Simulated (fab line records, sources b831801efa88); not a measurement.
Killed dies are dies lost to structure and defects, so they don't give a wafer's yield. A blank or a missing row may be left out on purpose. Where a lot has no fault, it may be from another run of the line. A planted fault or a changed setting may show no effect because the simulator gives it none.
A lot that was struck, set against a sound lot + flow gf180mcu + 13 steps out of a route of 602
Sound: the wafers L295.1, L295.3, L295.5. The struck wafers were L287.4, L287.5, L287.6. Last of all comes the cause.
For every step that has rows: the tool of each side, followed by ch and its chambers, followed by its first start. Under that, the readings that differ: sound wafers + struck wafers + difference of the means + sigmas: that difference in standard deviations of wafers without a fault.
alike: readings with means less than 2 such deviations apart, plus words and numbers identical on both sides. not compared: withheld readings, readings lacking a value on some wafer, bounds such as >300 that could conceal the same value, and numbers that have no deviation in the record and whose values overlap.
Wherever a step has rows on one side only, a row that says differs or no value, or a row with sigmas, the two part there. When numbers do not overlap yet have no deviation, they are printed without sigmas and do not part them. A reading that every wafer of one side lacks parts them only if that side has two wafers or more.

GF_SAB_OVL_MEAS_10:
  sound on overlay-01 at day 21 20:46; struck on overlay-02 at day 18 20:47
| reading      | sound          | struck      | difference | sigmas |
|--------------|----------------|-------------|------------|--------|
| SAB_OVL (nm) | -2.1 -4.7 -2.1 | 1.8 0.5 1.0 | +4.1       | +3     |
GF_SAB_ETCH_11: etches SiO2 in C4F8/O2/Ar, target depth 55 nm, time 8.5 s.
  sound on rieDiel-04 ch 0,2,3, day 21 20:49; struck on rieDiel-03 ch 0,1,3, day 18 20:49
  alike: oesProductAu
  not compared: rfHoursCounterH
then, 1 step without rows for these wafers: GF_SAB_WET_ETCH_12 (etches SiO2 in dHF, target depth 22 nm, time 440 s).
GF_SAB_STRIP_13: strips in O2/N2.
  sound on plasmaAsher-04 ch 0,1, day 21 20:58; struck on plasmaAsher-04 ch 0,1, day 18 20:59
  alike: drypumpMotorCurrentA, heaterPowerW, oesProductAu, stripTimeToEndpointS
  not compared: rfHoursCounterH
then, 2 steps without rows for these wafers: GF_SALICIDE_CLEAN_00 (cleans in SC1/SC2, time 150 s); GF_SALICIDE_WET_ETCH_01 (etches SiO2 in dHF, target depth 5 nm, time 100 s).
GF_SALICIDE_SPUTTER_02: material Co, target thk 10 nm, time 20 s.
  sound on pvdSputter-02 at day 21 21:11; struck on pvdSputter-04 at day 18 21:09
  alike: throttleValvePct
GF_SALICIDE_SPUTTER_03: material TiN, target thk 20 nm, time 16.7 s.
  sound on pvdSputter-02 at day 21 21:13; struck on pvdSputter-04 at day 18 21:10
  alike: throttleValvePct
GF_SALICIDE_RS_MEAS_04: the measuring method here is four-point-probe.
  sound on filmMetro-02 at day 21 21:15; struck on filmMetro-04 at day 18 21:17
| reading                  | sound             | struck            | difference | sigmas |
|--------------------------|-------------------|-------------------|------------|--------|
| SALICIDE_TIN_RS (ohm/sq) | 16.68 16.57 16.76 | 15.87 16.03 16.27 | -0.61      | -2     |
GF_SALICIDE_THK_MEAS_05: measures by xrf.
  sound on filmMetro-02 at day 21 21:22; struck on filmMetro-04 at day 18 21:22
| reading               | sound             | struck            | difference | sigmas |
|-----------------------|-------------------|-------------------|------------|--------|
| SALICIDE_TIN_THK (nm) | 20.02 19.93 19.81 | 20.57 20.54 20.82 | +0.72      | +3     |
GF_SALICIDE_RTA_06: time 30 s.
  sound on rtpAnneal-02 ch 0, day 21 21:26; struck on rtpAnneal-02 ch 0, day 18 21:27
  alike: annealTempCMax, chamberO2Ppm, lampPowerPct, wafer_temp_C_max
then, 1 step without rows for these wafers: GF_SALICIDE_WET_ETCH_07 (etches the open film in SPM, target depth 120 nm).
GF_SALICIDE_RTA_08: time 30 s.
  sound on rtpAnneal-02 ch 0, day 21 21:44; struck on rtpAnneal-01, day 18 21:38
  no value came back on the struck wafers for any of 5 readings (annealTempCMax, chamberO2Ppm and others); on the sound wafers annealTempCMax reads 802.6 804.5 803.4

== WHERE THEY PART ==
At GF_SAB_OVL_MEAS_10 first; at GF_SALICIDE_RTA_08 last (within this record only).

WHY: the cause the simulator had injected
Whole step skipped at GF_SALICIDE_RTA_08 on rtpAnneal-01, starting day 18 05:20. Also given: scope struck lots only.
